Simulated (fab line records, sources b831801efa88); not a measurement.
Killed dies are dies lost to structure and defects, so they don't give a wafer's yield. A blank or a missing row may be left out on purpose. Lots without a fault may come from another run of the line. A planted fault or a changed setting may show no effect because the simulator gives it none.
A struck lot beside a sound one | flow gf180mcu | 27 steps out of a route of 602
Sound: wafers L287.1, L287.4, L287.5. Struck: wafer L298.4. (L298.1, L298.2 of the same lot were not struck and are left out.) The cause comes at the end.
At each step with rows: each side's tool, then ch and its chambers, then its first start. Under that, the readings that differ: sound wafers | struck wafers | difference of the means | sigmas: that difference in standard deviations of wafers without a fault.
alike: readings whose means differ by less than 2 such deviations, and words and numbers that are the same on both sides. not compared: withheld readings, readings that some wafer has no value for, bounds like >300 that may hide the same value, and numbers for which the record gives no deviation and whose values overlap.
The two part at a step that has a row with sigmas, a row that says differs or no value, or rows on one side only. Numbers that don't overlap but have no deviation are shown without sigmas and don't part them. A reading that every wafer of one side lacks parts them only if that side has two wafers or more.

first, 1 step without rows for these wafers: GF_V4_SPUTTER_22 (material TiN, target thk 10 nm, time 40 s).
GF_V4_CVD_23: deposits W, target thk 350 nm, time 104.9 s.
  sound on cvd_w-02 ch 0,1, day 26 10:59; struck on cvd_w-01 ch 1, day 29 13:28
  alike: heater_power_w
GF_V4_RS_MEAS_24: measures by four-point-probe.
  sound on film_metro-04, day 26 11:05; struck on film_metro-01, day 29 13:34
  reading          | sound             | struck | difference | sigmas
  V4_W_RS (ohm/sq) | 0.330 0.332 0.328 | 0.319  | -0.011     | -2
GF_V4_THK_MEAS_25: measures by xrf.
  sound on film_metro-04, day 26 11:13; struck on film_metro-01, day 29 13:41
  reading       | sound       | struck | difference | sigmas
  V4_W_THK (nm) | 347 344 351 | 374    | +27        | +4
GF_V4_CMP_26: polishes, stops on SiO2, t overpolish 15 s, target thk 0 nm.
  sound on cmp-01 ch 1,2, day 26 11:16; struck on cmp-01 ch 1, day 29 13:52
  alike: head_pressure_psi, motor_current_A, overpolish_run_s, slurry_filter_dp_kPa, time_to_endpoint_s
then, 2 steps without rows for these wafers: GF_MIM_SPUTTER_00 (material Ti, target thk 37.5 nm, time 150 s); GF_MIM_SPUTTER_01 (material TiN, target thk 30 nm, time 25 s).
GF_MIM_SPUTTER_02: material AlCu, target thk 450 nm, time 23.9 s.
  sound on pvd_sputter-01, day 26 11:42; struck on pvd_sputter-01, day 29 14:15
  alike: throttle_valve_pct
GF_MIM_SPUTTER_03: material Ti, target thk 10 nm, time 6.7 s.
  sound on pvd_sputter-01, day 26 11:44; struck on pvd_sputter-01, day 29 14:17
  alike: throttle_valve_pct
then, 2 steps without rows for these wafers: GF_MIM_SPUTTER_04 (material TiN, target thk 50 nm, time 41.7 s); GF_MIM_CVD_05 (deposits Si3N4, target thk 42 nm, time 29.086 s).
GF_MIM_THK_MEAS_06:
  sound on film_metro-02, day 26 11:50; struck on film_metro-03, day 29 14:22
  alike: MIM_CVD_05_THK
GF_MIM_SPUTTER_07: material TiN, target thk 60 nm, time 50 s.
  sound on pvd_sputter-04, day 26 11:53; struck on pvd_sputter-04, day 29 14:26
  reading                                 | sound             | struck | difference | sigmas
  model.TiN_of_MIM_SPUTTER_07.thk_nm (nm) | 59.69 59.84 59.69 | 71.45  | +11.71     |
  alike: throttle_valve_pct
then, 2 steps without rows for these wafers: GF_MIM_SPUTTER_08 (material AlCu, target thk 200 nm, time 10.6 s); GF_MIM_SPUTTER_09 (material TiN, target thk 35 nm, time 29.2 s).
GF_MIM_RS_MEAS_10: measures by four-point-probe.
  sound on film_metro-01, day 26 11:59; struck on film_metro-01, day 29 14:32
  alike: MIM_ALCU_RS
GF_MIM_THK_MEAS_11: measures by xrf.
  sound on film_metro-01, day 26 12:06; struck on film_metro-01, day 29 14:39
  alike: MIM_ALCU_THK
then, 7 steps without rows for these wafers: GF_MIM_DEHYDRATE_12 (time 60 s); GF_MIM_HMDS_13 (prime time 60 s); GF_MIM_COAT_14 (resist thk 1000 nm); GF_MIM_SOFTBAKE_15 (time 60 s); GF_MIM_EXPOSE_16 (exposes mask FuseTop, target cd 2000 nm); GF_MIM_PEB_17; GF_MIM_DEVELOP_18 (develop time 60 s).
GF_MIM_METAL_ETCH_19: etches the open film in Cl2/BCl3, stops on Si3N4, target depth 324.5 nm, time 54.1 s.
  sound on rie_metal-01 ch 0, day 27 08:43; struck on rie_metal-02 ch 1, day 30 08:50
  reading                | sound                | struck | difference | sigmas
  oes_product_au (a.u.)  | 0.944 0.935 0.938    | 0.966  | +0.027     | +4
  throttle_valve_pct (%) | 28.285 28.299 28.287 | 28.269 | -0.021     | -2
  alike: chamber_pressure_mTorr, drypump_motor_current_A, he_backside_leak_sccm
  not compared: rf_hours_counter_h
GF_MIM_STRIP_20: strips in O2/N2.
  sound on plasma_asher-03 ch 0,1, day 27 08:47; struck on plasma_asher-03 ch 1, day 30 08:54
  alike: chamber_pressure_mTorr, drypump_motor_current_A, heater_power_w, oes_product_au, strip_time_to_endpoint_s
  not compared: rf_hours_counter_h
GF_PASSIVATION_PROBE_99:
  the record has rows for the sound wafers here (prober-01, day 30 20:49) and none for the struck ones

WHERE THEY PART
First at GF_V4_RS_MEAS_24; last, within this record, at GF_PASSIVATION_PROBE_99.

WHY: what the simulator had put in
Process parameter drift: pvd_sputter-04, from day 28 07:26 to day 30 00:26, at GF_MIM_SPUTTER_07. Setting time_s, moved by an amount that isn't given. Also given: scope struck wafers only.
